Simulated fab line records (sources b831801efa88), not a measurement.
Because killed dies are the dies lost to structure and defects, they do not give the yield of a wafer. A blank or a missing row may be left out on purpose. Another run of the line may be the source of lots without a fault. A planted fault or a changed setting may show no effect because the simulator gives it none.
fab line records ; flow gf180mcu
[record] lots = 24; wafers = 72; last-day = 34
route steps=602 shown M2@367 V3@434 V4@491 M5@537 V5@564
lots untouched by any fault: they come from a run of this same line in which no faults occurred
start-h: start of the lot's first displayed wafer, in hours after the record's first day ; wait-h: time in hours since the lot's previous step ; " repeats the value in the row above ; L1.1+2: a single row standing in for several wafers ; - no value, or no start given ; * or withheld: withheld ; < > ~ a bound
route shown NAME@n: NAME is a module with steps in the file, n the number in the route of the first one ; usual: the fault-free wafers' mean and standard deviation ; same: alike in all rows ; chamber/n: place in a boat ; sites: per-site readings ; _std_site: standard deviation across them ; _edge_site: outer sites' mean less inner sites' ; radius-mm: for every site, how far away it sits from the centre of the wafer ; mask NAME#n: copy n ; behind: the tool/chamber that last shaped the wafer ; hold: cause of the lot's hold/its duration in hours/its outcome ; device: the n, p or np transistor that did not switch ; end of line: tests of these same wafers at the route's end ; where a step has no rows: the recipe by itself ; killed: at the first sort, the dies lost to defects and structure; wafer yield is something else ; map: shows each die of a wafer: x if killed, . if not, _ if none is there
set.NAME: setting as actually run; set.NAME@STEP: the setting as run at that earlier step ; model.NAME: the simulator's own value behind a step, which no gauge read
steps of the route over a sample of lots; a table a step, a row a wafer
services: the hour from which a tool's chamber was out of use, counted from the record's first day as start-h (under 0 if before that day), plus the number of hours and why
[[steps]]
[step GF_M2_RS_MEAS_05]
[recipe] thk-meas-gauge = four-point-probe; reads = TiN_of_M2_SPUTTER_04+Ti_of_M2_SPUTTER_03+AlCu_of_M2_SPUTTER_02+TiN_of_M2_SPUTTER_01+Ti_of_M2_SPUTTER_00
[usual] M2_ALCU_RS = 0.0696/0.00074
lot.wafer;tool;chamber;start-h;wait-h;M2_ALCU_RS[ohm/sq]
L074.2;film-metro-03;-;404.55;0.0;0.0700
L074.4;film-metro-03;-;404.55;0.0;0.0711
L074.6;film-metro-03;-;404.55;0.0;0.0708
L075.2;film-metro-01;-;417.88;0.0;0.0711
L075.3;film-metro-01;-;417.88;0.0;0.0707
L075.6;film-metro-01;-;417.88;0.0;0.0699
L076.1;film-metro-03;-;421.37;0.0;0.0687
L076.2;film-metro-03;-;421.37;0.0;0.0690
L076.5;film-metro-03;-;421.37;0.0;0.0689
L077.1;film-metro-01;-;431.64;0.0;0.0700
L077.4;film-metro-01;-;431.64;0.0;0.0707
L077.6;film-metro-01;-;431.64;0.0;0.0703
L078.3;film-metro-01;-;444.05;0.1;0.0705
L078.4;film-metro-01;-;444.05;0.1;0.0704
L078.6;film-metro-01;-;444.05;0.1;0.0712
L079.3;film-metro-02;-;455.79;0.1;0.0692
L079.5;film-metro-02;-;455.79;0.1;0.0692
L079.6;film-metro-02;-;455.79;0.1;0.0695
L080.3;film-metro-02;-;460.95;0.1;0.0693
L080.4;film-metro-02;-;460.95;0.1;0.0692
L080.6;film-metro-02;-;460.95;0.1;0.0694
L081.2;film-metro-02;-;479.14;0.0;0.0693
L081.5;film-metro-02;-;479.14;0.0;0.0697
L081.6;film-metro-02;-;479.14;0.0;0.0695
L082.1;film-metro-03;-;480.52;0.0;0.0703
L082.2;film-metro-03;-;480.52;0.0;0.0699
L082.5;film-metro-03;-;480.52;0.0;0.0704
L083.2;film-metro-01;-;494.19;0.0;0.0696
L083.3;film-metro-01;-;494.19;0.0;0.0701
L083.4;film-metro-01;-;494.19;0.0;0.0691
L084.1;film-metro-03;-;500.20;0.0;0.0689
L084.3;film-metro-03;-;500.20;0.0;0.0691
L084.5;film-metro-03;-;500.20;0.0;0.0686
L085.1;film-metro-01;-;515.47;0.0;0.0684
L085.2;film-metro-01;-;515.47;0.0;0.0695
L085.5;film-metro-01;-;515.47;0.0;0.0690
L086.3;film-metro-02;-;517.36;0.1;0.0692
L086.4;film-metro-02;-;517.36;0.1;0.0694
L086.5;film-metro-02;-;517.36;0.1;0.0686
L087.1;film-metro-02;-;532.59;0.0;0.0696
L087.3;film-metro-02;-;532.59;0.0;0.0694
L087.5;film-metro-02;-;532.59;0.0;0.0694
L088.1;film-metro-02;-;541.12;0.0;0.0710
L088.4;film-metro-02;-;541.12;0.0;0.0700
L088.6;film-metro-02;-;541.12;0.0;0.0698
L089.1;film-metro-02;-;551.61;0.0;0.0699
L089.5;film-metro-02;-;551.61;0.0;0.0701
L089.6;film-metro-02;-;551.61;0.0;0.0705
L090.2;film-metro-03;-;565.67;0.0;0.0684
L090.3;film-metro-03;-;565.67;0.0;0.0686
L090.5;film-metro-03;-;565.67;0.0;0.0681
L091.2;film-metro-03;-;577.04;0.0;0.0701
L091.4;film-metro-03;-;577.04;0.0;0.0695
L091.6;film-metro-03;-;577.04;0.0;0.0692
L092.2;film-metro-02;-;582.03;0.0;0.0687
L092.4;film-metro-02;-;582.03;0.0;0.0696
L092.6;film-metro-02;-;582.03;0.0;0.0695
L093.3;film-metro-02;-;585.60;0.1;0.0698
L093.4;film-metro-02;-;585.60;0.1;0.0712
L093.6;film-metro-02;-;585.60;0.1;0.0706
L094.2;film-metro-03;-;588.92;0.0;0.0691
L094.4;film-metro-03;-;588.92;0.0;0.0693
L094.5;film-metro-03;-;588.92;0.0;0.0691
L095.1;film-metro-01;-;593.18;0.0;0.0703
L095.2;film-metro-01;-;593.18;0.0;0.0695
L095.3;film-metro-01;-;593.18;0.0;0.0693
L096.4;film-metro-01;-;601.00;0.1;0.0697
L096.5;film-metro-01;-;601.00;0.1;0.0697
L096.6;film-metro-01;-;601.00;0.1;0.0693
L097.1;film-metro-03;-;610.61;0.0;0.0686
L097.3;film-metro-03;-;610.61;0.0;0.0691
L097.5;film-metro-03;-;610.61;0.0;0.0693
[step GF_V3_BOW_MEAS_05]
[recipe] mode = bow
[usual] V3_BOW = 113/8.3
lot.wafer;tool;chamber;start-h;wait-h;V3_BOW[um]
L074.2;film-metro-02;-;480.54;0.2;110
L074.4;film-metro-02;-;480.54;0.2;114
L074.6;film-metro-02;-;480.54;0.2;123
L075.2;film-metro-02;-;495.75;0.1;112
L075.3;film-metro-02;-;495.75;0.1;114
L075.6;film-metro-02;-;495.75;0.1;100
L076.1;film-metro-02;-;498.51;0.2;101
L076.2;film-metro-02;-;498.51;0.2;100
L076.5;film-metro-02;-;498.51;0.2;116
L077.1;film-metro-04;-;509.15;0.2;108
L077.4;film-metro-04;-;509.15;0.2;124
L077.6;film-metro-04;-;509.15;0.2;109
L078.3;film-metro-03;-;521.40;0.3;105
L078.4;film-metro-03;-;521.40;0.3;109
L078.6;film-metro-03;-;521.40;0.3;115
L079.3;film-metro-03;-;531.29;0.2;121
L079.5;film-metro-03;-;531.29;0.2;105
L079.6;film-metro-03;-;531.29;0.2;109
L080.3;film-metro-03;-;536.50;0.3;117
L080.4;film-metro-03;-;536.50;0.3;99
L080.6;film-metro-03;-;536.50;0.3;105
L081.2;film-metro-03;-;552.26;0.1;115
L081.5;film-metro-03;-;552.26;0.1;122
L081.6;film-metro-03;-;552.26;0.1;123
L082.1;film-metro-02;-;552.54;0.2;119
L082.2;film-metro-02;-;552.54;0.2;119
L082.5;film-metro-02;-;552.54;0.2;122
L083.2;film-metro-03;-;566.49;0.3;102
L083.3;film-metro-03;-;566.49;0.3;110
L083.4;film-metro-03;-;566.49;0.3;103
L084.1;film-metro-02;-;573.67;0.2;105
L084.3;film-metro-02;-;573.67;0.2;101
L084.5;film-metro-02;-;573.67;0.2;110
L085.1;film-metro-02;-;586.86;0.1;117
L085.2;film-metro-02;-;586.86;0.1;109
L085.5;film-metro-02;-;586.86;0.1;116
L086.3;film-metro-03;-;587.89;0.2;100
L086.4;film-metro-03;-;587.89;0.2;102
L086.5;film-metro-03;-;587.89;0.2;109
L087.1;film-metro-02;-;602.02;0.2;108
L087.3;film-metro-02;-;602.02;0.2;121
L087.5;film-metro-02;-;602.02;0.2;116
L088.1;film-metro-02;-;609.57;0.1;111
L088.4;film-metro-02;-;609.57;0.1;122
L088.6;film-metro-02;-;609.57;0.1;108
L089.1;film-metro-04;-;619.47;0.2;112
L089.5;film-metro-04;-;619.47;0.2;114
L089.6;film-metro-04;-;619.47;0.2;120
L090.2;film-metro-03;-;633.54;0.1;127
L090.3;film-metro-03;-;633.54;0.1;119
L090.5;film-metro-03;-;633.54;0.1;116
L091.2;film-metro-02;-;643.13;0.1;97
L091.4;film-metro-02;-;643.13;0.1;107
L091.6;film-metro-02;-;643.13;0.1;104
L092.2;film-metro-02;-;649.21;0.1;121
L092.4;film-metro-02;-;649.21;0.1;102
L092.6;film-metro-02;-;649.21;0.1;111
L093.3;film-metro-04;-;650.59;0.2;115
L093.4;film-metro-04;-;650.59;0.2;115
L093.6;film-metro-04;-;650.59;0.2;133
L094.2;film-metro-04;-;655.28;0.3;106
L094.4;film-metro-04;-;655.28;0.3;110
L094.5;film-metro-04;-;655.28;0.3;122
L095.1;film-metro-02;-;657.78;0.2;100
L095.2;film-metro-02;-;657.78;0.2;99
L095.3;film-metro-02;-;657.78;0.2;113
L096.4;film-metro-02;-;665.58;0.3;113
L096.5;film-metro-02;-;665.58;0.3;119
L096.6;film-metro-02;-;665.58;0.3;126
L097.1;film-metro-03;-;673.87;0.1;117
L097.3;film-metro-03;-;673.87;0.1;102
L097.5;film-metro-03;-;673.87;0.1;99
[step GF_V3_STRIP_18]
[recipe] chemistry = O2/N2; power-w = 1400; pressure-mtorr = 1500; platen-temp-c = 250; o2-flow-sccm = 3000; n2-flow-sccm = 300; overash-fraction = 0.5
[usual] drypump-motor-current-A = 5.8/0.33; heater-power-w = 368/32; oes-product-au = 0.591/0.0047
[same] overash-fraction = 0.5
lot.wafer;tool;chamber;start-h;wait-h;drypump-motor-current-A;heater-power-w;oes-product-au;rf-hours-counter-h
L074.2;plasma-asher-01;0;504.18;-;5.9;406;0.593;7
L074.4;plasma-asher-01;1;504.18;-;5.5;368;0.590;-
L074.6;plasma-asher-01;0;504.18;-;5.9;414;0.594;-
L075.2;plasma-asher-01;1;519.60;-;5.5;369;0.593;9
L075.3;plasma-asher-01;0;519.60;-;5.9;402;0.594;-
L075.6;plasma-asher-01;0;519.60;-;5.9;404;0.584;-
L076.1;plasma-asher-03;0;521.68;-;5.3;361;0.592;71
L076.2;plasma-asher-03;1;521.68;-;6.1;329;0.590;71
L076.5;plasma-asher-03;1;521.68;-;6.1;335;0.590;-
L077.1;plasma-asher-01;0;532.63;-;5.9;409;0.588;10
L077.4;plasma-asher-01;0;532.63;-;5.9;400;0.582;-
L077.6;plasma-asher-01;0;532.63;-;5.9;404;0.588;-
L078.3;plasma-asher-01;0;544.43;-;5.8;409;0.587;-
L078.4;plasma-asher-01;1;544.43;-;5.6;368;0.589;-
L078.6;plasma-asher-01;0;544.43;-;5.9;416;0.586;-
L079.3;plasma-asher-04;1;553.63;-;6.1;320;0.595;-
L079.5;plasma-asher-04;0;553.63;-;6.3;417;0.591;-
L079.6;plasma-asher-04;1;553.63;-;6.1;315;0.603;-
L080.3;plasma-asher-01;0;558.51;-;5.9;415;0.598;-
L080.4;plasma-asher-01;1;558.51;-;5.5;373;0.589;-
L080.6;plasma-asher-01;1;558.51;-;5.6;369;0.592;-
L081.2;plasma-asher-03;0;574.25;-;5.3;364;0.584;77
L081.5;plasma-asher-03;1;574.25;-;6.1;344;0.594;-
L081.6;plasma-asher-03;0;574.25;-;5.3;362;0.586;-
L082.1;plasma-asher-04;0;574.43;-;6.2;414;0.590;94
L082.2;plasma-asher-04;1;574.43;-;6.1;322;0.592;94
L082.5;plasma-asher-04;0;574.43;-;6.3;411;0.594;-
L083.2;plasma-asher-04;1;588.38;-;6.1;326;0.592;96
L083.3;plasma-asher-04;1;588.38;-;6.1;324;0.595;-
L083.4;plasma-asher-04;0;588.38;-;6.3;405;0.586;-
L084.1;plasma-asher-03;1;595.18;-;6.1;329;0.588;80
L084.3;plasma-asher-03;1;595.18;-;6.1;333;0.593;-
L084.5;plasma-asher-03;0;595.18;-;5.3;363;0.598;-
L085.1;plasma-asher-01;1;608.53;-;5.6;363;0.591;18
L085.2;plasma-asher-01;0;608.53;-;5.9;403;0.594;18
L085.5;plasma-asher-01;1;608.53;-;5.6;366;0.590;-
L086.3;plasma-asher-04;1;609.53;-;6.1;317;0.586;-
L086.4;plasma-asher-04;0;609.53;-;6.2;414;0.588;-
L086.5;plasma-asher-04;0;609.53;-;6.2;412;0.584;-
L087.1;plasma-asher-01;0;622.78;-;5.9;397;0.597;19
L087.3;plasma-asher-01;1;622.78;-;5.5;374;0.592;-
L087.5;plasma-asher-01;1;622.78;-;5.6;373;0.593;-
L088.1;plasma-asher-04;1;630.22;-;6.1;315;0.588;100
L088.4;plasma-asher-04;1;630.22;-;6.1;324;0.588;-
L088.6;plasma-asher-04;1;630.22;-;6.1;316;0.590;-
L089.1;plasma-asher-03;1;639.87;-;6.1;346;0.586;84
L089.5;plasma-asher-03;0;639.87;-;5.3;356;0.583;-
L089.6;plasma-asher-03;1;639.87;-;6.1;340;0.577;-
L090.2;plasma-asher-03;1;653.72;-;6.1;338;0.595;86
L090.3;plasma-asher-03;0;653.72;-;5.3;372;0.596;-
L090.5;plasma-asher-03;0;653.72;-;5.3;361;0.589;-
L091.2;plasma-asher-01;1;662.02;-;5.6;372;0.596;23
L091.4;plasma-asher-01;0;662.02;-;5.9;414;0.585;-
L091.6;plasma-asher-01;0;662.02;-;5.9;405;0.587;-
L092.2;plasma-asher-01;0;668.68;-;5.9;404;0.600;24
L092.4;plasma-asher-01;1;668.68;-;5.5;367;0.594;-
L092.6;plasma-asher-01;1;668.68;-;5.6;367;0.591;-
L093.3;plasma-asher-03;0;670.01;-;5.3;367;0.597;-
L093.4;plasma-asher-03;1;670.01;-;6.1;334;0.585;-
L093.6;plasma-asher-03;1;670.01;-;6.1;326;0.600;-
L094.2;plasma-asher-03;0;674.27;-;5.3;356;0.595;89
L094.4;plasma-asher-03;1;674.27;-;6.1;336;0.596;-
L094.5;plasma-asher-03;1;674.27;-;6.1;338;0.593;-
L095.1;plasma-asher-03;0;677.05;-;5.3;366;0.597;89
L095.2;plasma-asher-03;1;677.05;-;6.1;337;0.585;89
L095.3;plasma-asher-03;1;677.05;-;6.1;334;0.593;-
L096.4;plasma-asher-04;1;684.31;-;6.1;319;0.588;-
L096.5;plasma-asher-04;0;684.31;-;6.3;407;0.595;-
L096.6;plasma-asher-04;1;684.31;-;6.1;326;0.596;-
L097.1;plasma-asher-03;1;692.62;-;6.1;333;0.592;91
L097.3;plasma-asher-03;1;692.62;-;6.1;336;0.590;-
L097.5;plasma-asher-03;1;692.62;-;6.1;340;0.594;-
[step GF_V4_OVL_MEAS_15]
[usual] V4_OVL = -4/6.1
lot.wafer;tool;chamber;start-h;wait-h;V4_OVL[nm]
L074.2;overlay-02;-;551.64;0.1;-11
L074.4;overlay-02;-;551.64;0.1;-13
L074.6;overlay-02;-;551.64;0.1;-4
L075.2;overlay-02;-;566.79;0.1;0
L075.3;overlay-02;-;566.79;0.1;0
L075.6;overlay-02;-;566.79;0.1;-4
L076.1;overlay-02;-;568.91;0.1;-8
L076.2;overlay-02;-;568.91;0.1;-17
L076.5;overlay-02;-;568.91;0.1;-2
L077.1;overlay-01;-;580.53;0.1;-8
L077.4;overlay-01;-;580.53;0.1;-12
L077.6;overlay-01;-;580.53;0.1;-10
L078.3;overlay-01;-;589.90;0.1;3
L078.4;overlay-01;-;589.90;0.1;0
L078.6;overlay-01;-;589.90;0.1;5
L079.3;overlay-02;-;600.10;0.1;-18
L079.5;overlay-02;-;600.10;0.1;-17
L079.6;overlay-02;-;600.10;0.1;-13
L080.3;overlay-01;-;603.92;0.1;3
L080.4;overlay-01;-;603.92;0.1;5
L080.6;overlay-01;-;603.92;0.1;1
L081.2;overlay-01;-;619.09;0.1;-5
L081.5;overlay-01;-;619.09;0.1;-5
L081.6;overlay-01;-;619.09;0.1;-2
L082.1;overlay-01;-;619.68;0.1;-1
L082.2;overlay-01;-;619.68;0.1;-8
L082.5;overlay-01;-;619.68;0.1;-1
L083.2;overlay-02;-;633.57;0.1;-2
L083.3;overlay-02;-;633.57;0.1;13
L083.4;overlay-02;-;633.57;0.1;3
L084.1;overlay-02;-;638.46;0.1;0
L084.3;overlay-02;-;638.46;0.1;2
L084.5;overlay-02;-;638.46;0.1;4
L085.1;overlay-01;-;651.33;0.1;-4
L085.2;overlay-01;-;651.33;0.1;-5
L085.5;overlay-01;-;651.33;0.1;0
L086.3;overlay-02;-;652.02;0.1;-10
L086.4;overlay-02;-;652.02;0.1;-6
L086.5;overlay-02;-;652.02;0.1;-9
L087.1;overlay-01;-;664.38;0.1;0
L087.3;overlay-01;-;664.38;0.1;-7
L087.5;overlay-01;-;664.38;0.1;4
L088.1;overlay-01;-;670.41;0.1;-8
L088.4;overlay-01;-;670.41;0.1;-6
L088.6;overlay-01;-;670.41;0.1;-12
L089.1;overlay-02;-;681.38;0.1;-12
L089.5;overlay-02;-;681.38;0.1;-8
L089.6;overlay-02;-;681.38;0.1;-7
L090.2;overlay-01;-;693.99;0.1;7
L090.3;overlay-01;-;693.99;0.1;-8
L090.5;overlay-01;-;693.99;0.1;-4
L091.2;overlay-01;-;703.11;0.1;-6
L091.4;overlay-01;-;703.11;0.1;-3
L091.6;overlay-01;-;703.11;0.1;5
L092.2;overlay-01;-;708.19;0.1;-10
L092.4;overlay-01;-;708.19;0.1;0
L092.6;overlay-01;-;708.19;0.1;-10
L093.3;overlay-02;-;710.69;0.1;-6
L093.4;overlay-02;-;710.69;0.1;-2
L093.6;overlay-02;-;710.69;0.1;0
L094.2;overlay-02;-;713.49;0.1;-1
L094.4;overlay-02;-;713.49;0.1;1
L094.5;overlay-02;-;713.49;0.1;-4
L095.1;overlay-02;-;716.41;0.1;-3
L095.2;overlay-02;-;716.41;0.1;0
L095.3;overlay-02;-;716.41;0.1;3
L096.4;overlay-02;-;722.80;0.1;-5
L096.5;overlay-02;-;722.80;0.1;-5
L096.6;overlay-02;-;722.80;0.1;-2
L097.1;overlay-01;-;731.96;0.1;-19
L097.3;overlay-01;-;731.96;0.1;-10
L097.5;overlay-01;-;731.96;0.1;-16
[step GF_M5_STRIP_11]
[recipe] chemistry = O2/N2; power-w = 1400; pressure-mtorr = 1500; platen-temp-c = 250; o2-flow-sccm = 3000; n2-flow-sccm = 300; overash-fraction = 0.5
[usual] drypump-motor-current-A = 5.8/0.3; heater-power-w = 372/30; oes-product-au = 0.523/0.0049; strip-time-to-endpoint-s = 7.03/0.037
[same] overash-fraction = 0.5
lot.wafer;tool;chamber;start-h;wait-h;drypump-motor-current-A;heater-power-w;oes-product-au;rf-hours-counter-h;strip-time-to-endpoint-s
L074.2;plasma-asher-03;0;596.65;0.1;5.3;354;0.521;80;7.02
L074.4;plasma-asher-03;0;596.65;0.1;5.3;360;0.517;-;6.98
L074.6;plasma-asher-03;1;596.65;0.1;6.1;343;0.515;-;6.99
L075.2;plasma-asher-04;0;611.05;0.1;6.3;415;0.517;98;7.00
L075.3;plasma-asher-04;1;611.05;0.1;6.1;327;0.536;-;7.11
L075.6;plasma-asher-04;1;611.05;0.1;6.1;330;0.527;-;7.05
L076.1;plasma-asher-01;1;613.85;0.1;5.6;361;0.515;18;7.03
L076.2;plasma-asher-01;0;613.85;0.1;5.8;409;0.523;18;7.06
L076.5;plasma-asher-01;1;613.85;0.1;5.5;372;0.525;-;7.05
L077.1;plasma-asher-01;0;624.85;0.1;5.8;415;0.519;19;7.04
L077.4;plasma-asher-01;1;624.85;0.1;5.6;376;0.513;-;7.04
L077.6;plasma-asher-01;0;624.85;0.1;5.9;410;0.528;-;7.04
L078.3;plasma-asher-01;1;633.73;0.1;5.5;363;0.532;-;7.07
L078.4;plasma-asher-01;0;633.73;0.1;5.9;396;0.516;-;7.00
L078.6;plasma-asher-01;1;633.73;0.1;5.6;385;0.522;-;6.95
L079.3;plasma-asher-01;1;642.98;0.1;5.6;368;0.526;-;7.09
L079.5;plasma-asher-01;0;642.98;0.1;5.9;403;0.525;-;7.10
L079.6;plasma-asher-01;1;642.98;0.1;5.6;373;0.517;-;7.03
L080.3;plasma-asher-01;0;647.53;0.1;5.9;402;0.516;-;7.07
L080.4;plasma-asher-01;1;647.53;0.1;5.6;369;0.526;-;7.04
L080.6;plasma-asher-01;0;647.53;0.1;5.9;410;0.522;-;7.02
L081.2;plasma-asher-03;0;660.80;0.1;5.3;367;0.528;87;7.05
L081.5;plasma-asher-03;1;660.80;0.1;6.1;327;0.524;-;7.01
L081.6;plasma-asher-03;0;660.80;0.1;5.3;359;0.526;-;7.03
L082.1;plasma-asher-03;1;661.83;0.2;6.1;329;0.515;87;7.00
L082.2;plasma-asher-03;0;661.83;0.2;5.4;360;0.522;87;7.00
L082.5;plasma-asher-03;1;661.83;0.2;6.1;331;0.516;-;7.00
L083.2;plasma-asher-03;1;674.55;0.1;6.1;334;0.521;89;7.02
L083.3;plasma-asher-03;1;674.55;0.1;6.1;332;0.527;-;6.95
L083.4;plasma-asher-03;0;674.55;0.1;5.3;362;0.528;-;7.00
L084.1;plasma-asher-04;1;678.93;0.2;6.1;323;0.523;103;7.03
L084.3;plasma-asher-04;0;678.93;0.2;6.2;406;0.518;-;7.01
L084.5;plasma-asher-04;1;678.93;0.2;6.1;317;0.522;-;7.02
L085.1;plasma-asher-01;1;691.95;0.1;5.5;374;0.523;26;7.00
L085.2;plasma-asher-01;0;691.95;0.1;5.9;412;0.526;26;7.00
L085.5;plasma-asher-01;0;691.95;0.1;5.9;403;0.520;-;6.97
L086.3;plasma-asher-04;1;692.42;0.1;6.0;325;0.513;-;7.02
L086.4;plasma-asher-04;0;692.42;0.1;6.2;415;0.526;-;7.07
L086.5;plasma-asher-04;1;692.42;0.1;6.0;328;0.524;-;7.04
L087.1;plasma-asher-01;1;703.69;0.1;5.6;372;0.520;27;7.00
L087.3;plasma-asher-01;1;703.69;0.1;5.5;360;0.526;-;7.03
L087.5;plasma-asher-01;1;703.69;0.1;5.5;365;0.522;-;7.01
L088.1;plasma-asher-01;0;710.25;0.1;5.8;405;0.528;28;7.01
L088.4;plasma-asher-01;1;710.25;0.1;5.5;373;0.521;-;7.03
L088.6;plasma-asher-01;1;710.25;0.1;5.5;375;0.523;-;7.07
L089.1;plasma-asher-04;1;719.12;0.1;6.1;327;0.524;107;7.00
L089.5;plasma-asher-04;0;719.12;0.1;6.3;407;0.530;-;7.09
L089.6;plasma-asher-04;1;719.12;0.1;6.0;323;0.515;-;7.01
L090.2;plasma-asher-01;1;732.37;0.1;5.5;374;0.524;30;7.06
L090.3;plasma-asher-01;1;732.37;0.1;5.6;364;0.528;-;7.03
L090.5;plasma-asher-01;1;732.37;0.1;5.6;373;0.529;-;7.07
L091.2;plasma-asher-03;0;739.60;0.1;5.3;360;0.529;96;7.06
L091.4;plasma-asher-03;1;739.60;0.1;6.1;343;0.522;-;7.10
L091.6;plasma-asher-03;0;739.60;0.1;5.3;359;0.518;-;7.05
L092.2;plasma-asher-03;0;744.95;0.1;5.3;365;0.511;97;7.00
L092.4;plasma-asher-03;0;744.95;0.1;5.3;364;0.522;-;6.99
L092.6;plasma-asher-03;0;744.95;0.1;5.3;354;0.519;-;6.97
L093.3;plasma-asher-01;1;746.88;0.1;5.6;361;0.519;-;6.99
L093.4;plasma-asher-01;0;746.88;0.1;5.9;409;0.527;-;7.05
L093.6;plasma-asher-01;1;746.88;0.1;5.5;373;0.518;-;7.05
L094.2;plasma-asher-01;0;750.06;0.2;6.0;408;0.513;32;6.98
L094.4;plasma-asher-01;1;750.06;0.2;5.5;360;0.529;-;7.00
L094.5;plasma-asher-01;1;750.06;0.2;5.6;381;0.526;-;7.00
L095.1;plasma-asher-01;0;753.42;0.1;5.8;407;0.531;33;7.05
L095.2;plasma-asher-01;1;753.42;0.1;5.6;379;0.526;33;7.03
L095.3;plasma-asher-01;0;753.42;0.1;5.9;418;0.522;-;7.02
L096.4;plasma-asher-03;0;758.85;0.1;5.3;357;0.534;-;7.06
L096.5;plasma-asher-03;0;758.85;0.1;5.3;356;0.527;-;7.01
L096.6;plasma-asher-03;1;758.85;0.1;6.1;336;0.520;-;7.06
L097.1;plasma-asher-03;0;767.71;0.3;5.3;356;0.526;99;7.00
L097.3;plasma-asher-03;1;767.71;0.3;6.1;343;0.517;-;6.96
L097.5;plasma-asher-03;0;767.71;0.3;5.3;360;0.528;-;7.02
[step GF_V5_RS_MEAS_24]
[recipe] thk-meas-gauge = four-point-probe; reads = W_of_V5_CVD_23+TiN_of_V5_SPUTTER_22+Ti_of_V5_SPUTTER_21
[usual] V5_W_RS = 0.328/0.0032
lot.wafer;tool;chamber;start-h;wait-h;V5_W_RS[ohm/sq]
L074.2;film-metro-03;-;619.69;0.1;0.321
L074.4;film-metro-03;-;619.69;0.1;0.329
L074.6;film-metro-03;-;619.69;0.1;0.324
L075.2;film-metro-02;-;633.69;0.1;0.323
L075.3;film-metro-02;-;633.69;0.1;0.329
L075.6;film-metro-02;-;633.69;0.1;0.332
L076.1;film-metro-02;-;636.30;0.1;0.328
L076.2;film-metro-02;-;636.30;0.1;0.329
L076.5;film-metro-02;-;636.30;0.1;0.329
L077.1;film-metro-03;-;646.97;0.1;0.330
L077.4;film-metro-03;-;646.97;0.1;0.330
L077.6;film-metro-03;-;646.97;0.1;0.322
L078.3;film-metro-02;-;655.67;0.1;0.326
L078.4;film-metro-02;-;655.67;0.1;0.331
L078.6;film-metro-02;-;655.67;0.1;0.332
L079.3;film-metro-02;-;664.96;0.1;0.322
L079.5;film-metro-02;-;664.96;0.1;0.324
L079.6;film-metro-02;-;664.96;0.1;0.327
L080.3;film-metro-02;-;669.19;0.1;0.328
L080.4;film-metro-02;-;669.19;0.1;0.326
L080.6;film-metro-02;-;669.19;0.1;0.331
L081.2;film-metro-02;-;682.69;0.1;0.323
L081.5;film-metro-02;-;682.69;0.1;0.325
L081.6;film-metro-02;-;682.69;0.1;0.331
L082.1;film-metro-03;-;683.67;0.1;0.324
L082.2;film-metro-03;-;683.67;0.1;0.329
L082.5;film-metro-03;-;683.67;0.1;0.325
L083.2;film-metro-02;-;695.29;0.1;0.321
L083.3;film-metro-02;-;695.29;0.1;0.320
L083.4;film-metro-02;-;695.29;0.1;0.330
L084.1;film-metro-02;-;699.35;0.1;0.325
L084.3;film-metro-02;-;699.35;0.1;0.328
L084.5;film-metro-02;-;699.35;0.1;0.329
L085.1;film-metro-02;-;712.27;0.1;0.327
L085.2;film-metro-02;-;712.27;0.1;0.330
L085.5;film-metro-02;-;712.27;0.1;0.328
L086.3;film-metro-02;-;712.69;0.1;0.326
L086.4;film-metro-02;-;712.69;0.1;0.322
L086.5;film-metro-02;-;712.69;0.1;0.325
L087.1;film-metro-03;-;722.95;0.1;0.329
L087.3;film-metro-03;-;722.95;0.1;0.333
L087.5;film-metro-03;-;722.95;0.1;0.328
L088.1;film-metro-02;-;729.97;0.1;0.321
L088.4;film-metro-02;-;729.97;0.1;0.326
L088.6;film-metro-02;-;729.97;0.1;0.328
L089.1;film-metro-02;-;738.42;0.1;0.325
L089.5;film-metro-02;-;738.42;0.1;0.324
L089.6;film-metro-02;-;738.42;0.1;0.329
L090.2;film-metro-02;-;751.70;0.1;0.330
L090.3;film-metro-02;-;751.70;0.1;0.334
L090.5;film-metro-02;-;751.70;0.1;0.328
L091.2;film-metro-04;-;758.55;0.1;0.325
L091.4;film-metro-04;-;758.55;0.1;0.325
L091.6;film-metro-04;-;758.55;0.1;0.325
L092.2;film-metro-03;-;763.44;0.1;0.325
L092.4;film-metro-03;-;763.44;0.1;0.328
L092.6;film-metro-03;-;763.44;0.1;0.323
L093.3;film-metro-04;-;765.85;0.1;0.331
L093.4;film-metro-04;-;765.85;0.1;0.323
L093.6;film-metro-04;-;765.85;0.1;0.327
L094.2;film-metro-03;-;768.44;0.1;0.333
L094.4;film-metro-03;-;768.44;0.1;0.326
L094.5;film-metro-03;-;768.44;0.1;0.327
L095.1;film-metro-04;-;774.50;0.1;0.326
L095.2;film-metro-04;-;774.50;0.1;0.329
L095.3;film-metro-04;-;774.50;0.1;0.329
L096.4;film-metro-04;-;777.08;0.1;0.329
L096.5;film-metro-04;-;777.08;0.1;0.332
L096.6;film-metro-04;-;777.08;0.1;0.329
L097.1;film-metro-02;-;784.77;0.1;0.332
L097.3;film-metro-02;-;784.77;0.1;0.329
L097.5;film-metro-02;-;784.77;0.1;0.327
[[services]]
tool;chamber;start-h;hours;kind
plasma-asher-01;-;500.61;1.1;repair
plasma-asher-03;-;514.53;1.3;repair
plasma-asher-04;-;524.14;3.7;repair
plasma-asher-03;-;599.94;0.8;repair
plasma-asher-03;-;603.95;2.8;pm
plasma-asher-04;-;663.43;15.1;pm
plasma-asher-01;-;672.65;7.4;repair
plasma-asher-01;-;672.86;0.9;repair
plasma-asher-04;-;733.75;9.0;pm
plasma-asher-04;0;733.75;9.0;vent-cycle
plasma-asher-04;1;733.75;9.0;vent-cycle
plasma-asher-04;0;742.75;-;clean
plasma-asher-04;1;742.75;-;clean
plasma-asher-03;-;759.65;3.0;repair
plasma-asher-04;-;760.25;2.8;repair
[[key]]
fault none
